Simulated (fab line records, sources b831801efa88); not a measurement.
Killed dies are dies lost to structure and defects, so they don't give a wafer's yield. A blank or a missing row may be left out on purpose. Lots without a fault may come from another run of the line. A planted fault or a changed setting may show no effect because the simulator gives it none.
A struck lot beside a sound one | flow sky130 | 36 steps out of a route of 708
Sound: wafers L266.3, L266.4, L266.5. Struck: wafers L269.2, L269.4, L269.5. The cause comes at the end.
At each step with rows: each side's tool, then ch and its chambers, then its first start. Under that, the readings that differ: sound wafers | struck wafers | difference of the means | sigmas: that difference in standard deviations of wafers without a fault.
alike: readings whose means differ by less than 2 such deviations, and words and numbers that are the same on both sides. not compared: withheld readings, readings that some wafer has no value for, bounds like >300 that may hide the same value, and numbers for which the record gives no deviation and whose values overlap.
The two part at a step that has a row with sigmas, a row that says differs or no value, or rows on one side only. Numbers that don't overlap but have no deviation are shown without sigmas and don't part them. A reading that every wafer of one side lacks parts them only if that side has two wafers or more.

first, 10 steps without rows for these wafers: SKY_POLY_CUT_ETCH_10 (etches BARC in N2/H2, stops on SiO2, time 45.9 s, target depth 60 nm); SKY_POLY_CUT_ETCH_11 (etches Si3N4 in CF4/CH2F2/Ar, stops on poly-Si, time 42.5 s, target depth 60 nm); SKY_POLY_CUT_STRIP_12 (strips in O2/N2); SKY_SD_P_DEHYDRATE_00 (time 60 s); SKY_SD_P_HMDS_01 (prime time 60 s); SKY_SD_P_COAT_02 (resist thk 1140 nm); SKY_SD_P_SOFTBAKE_03 (time 60 s); SKY_SD_P_EXPOSE_04 (exposes mask PSDM, target cd 380 nm); SKY_SD_P_PEB_05; SKY_SD_P_DEVELOP_06 (develop time 60 s).
SKY_SD_P_IMPLANT_09:
  sound on implanter-03 ch 0, day 31 02:59; struck on implanter-01 ch 0, day 32 07:45
  reading                   | sound                | struck               | difference | sigmas
  beam_energy_keV           | 20.003 20.001 20.003 | 25.976 25.975 25.979 | +5.974     | +99 or more
  model.implant.rp_nm (nm)  | 17.28 17.28 17.28    | 21.81 21.81 21.81    | +4.53      |
  model.implant.drp_nm (nm) | 9.746 9.746 9.746    | 11.71 11.71 11.71    | +1.96      |
SKY_SD_P_STRIP_10: strips in O2/N2.
  sound on plasma_asher-03 ch 0,1, day 31 03:07; struck on plasma_asher-01 ch 0,1, day 32 07:53
  reading                      | sound             | struck            | difference | sigmas
  oes_product_au (a.u.)        | 0.618 0.616 0.619 | 0.602 0.599 0.599 | -0.018     | -4
  strip_time_to_endpoint_s (s) | 17.44 17.41 17.47 | 18.39 18.36 18.42 | +0.95      | +27
  alike: drypump_motor_current_A
  not compared: rf_hours_counter_h
SKY_SD_P_TW_MEAS_11:
  sound on film_metro-03, day 31 03:12; struck on film_metro-01, day 32 07:59
  reading | sound          | struck         | difference | sigmas
  SD_P_TW | 2839 2820 2840 | 3022 3004 3033 | +187       | +5
then, 21 steps without rows for these wafers: SKY_RES_XHIGH_DEHYDRATE_00 (time 60 s); SKY_RES_XHIGH_HMDS_01 (prime time 60 s); SKY_RES_XHIGH_COAT_02 (resist thk 1140 nm); SKY_RES_XHIGH_SOFTBAKE_03 (time 60 s); SKY_RES_XHIGH_EXPOSE_04 (exposes mask URPM, target cd 1270 nm); SKY_RES_XHIGH_PEB_05; SKY_RES_XHIGH_DEVELOP_06 (develop time 60 s); SKY_RES_XHIGH_IMPLANT_07; SKY_RES_XHIGH_STRIP_08 (strips in O2/N2); SKY_SD_N_DEHYDRATE_00 (time 60 s); SKY_SD_N_HMDS_01 (prime time 60 s); SKY_SD_N_COAT_02 (resist thk 1140 nm); SKY_SD_N_SOFTBAKE_03 (time 60 s); SKY_SD_N_EXPOSE_04 (exposes mask NSDM, target cd 380 nm); SKY_SD_N_PEB_05; SKY_SD_N_DEVELOP_06 (develop time 60 s); SKY_SD_N_IMPLANT_09; SKY_SD_N_IMPLANT_10; SKY_SD_N_STRIP_11 (strips in O2/N2); SKY_SD_N_CLEAN_13 (cleans in SC1/SC2, time 150 s); SKY_SD_N_RTA_14 (time 2 s).
-- the record jumps here: 2 days lie between the struck wafers' starts before and after --
SKY_SD_N_RS_MEAS_17: measures by four-point-probe.
  sound on film_metro-01, day 33 11:31; struck on film_metro-03, day 34 15:06
  reading          | sound             | struck            | difference | sigmas
  SD_P_RS (ohm/sq) | 147.6 147.6 148.0 | 129.2 129.3 128.9 | -18.6      | -42
-- the record jumps here: 16 days lie between the struck wafers' starts before and after (it left off in module SD_N and takes up again in module PAD_OPEN, whose first step shown is number 708 of the route) --
SKY_PAD_OPEN_PROBE_99:
  sound on prober-02, day 49 21:02; struck on prober-01, day 50 15:05
  reading                                 | sound             | struck            | difference | sigmas
  model.etest.pfet_01v8.r_on_ohm_um       | 3034 3052 2972    | 2763 2766 2713    | -272       |
  model.etest.res_pdiff.line_ohm_um       | 1356 1392 1389    | 1202 1213 1224    | -166       |
  model.etest.res_pdiff_hv.rs_ohm_sq      | 191 192.6 190.7   | 167.9 166.6 166.3 | -24.5      |
  model.etest.res_pdiff.rs_ohm_sq         | 198.2 198.5 196.8 | 175.9 174.6 174.8 | -22.7      |
  model.etest.pfet_01v8.drive_ua_um       | 180.5 182.1 183.5 | 204.9 203.4 207.7 | +23.3      |
  model.etest.sram_pfet_latch.drive_ua_um | 135.4 132.4 133.4 | 152.4 149.3 148.6 | +16.4      |
  model.etest.pfet_01v8_hvt.drive_ua_um   | 135.1 134.8 137.7 | 154.3 152.8 154.5 | +18.0      |
  model.etest.pfet_01v8_mvt.drive_ua_um   | 143.9 143.8 146.9 | 157.1 153.2 156.2 | +10.6      |
  alike: killed_at_M0_to_M3, killed_at_M4_up, killed_at_contacts, killed_at_front_end, killed_at_other, killed_dies, killed_open, killed_short

WHERE THEY PART
First at SKY_SD_P_IMPLANT_09; last, within this record, at SKY_SD_N_RS_MEAS_17. Later steps at which nothing parts them and some readings are alike: SKY_PAD_OPEN_PROBE_99.

WHY: what the simulator had put in
Process parameter drift: implanter-01, from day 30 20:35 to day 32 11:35, at SKY_SD_P_IMPLANT_09. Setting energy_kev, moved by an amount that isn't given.
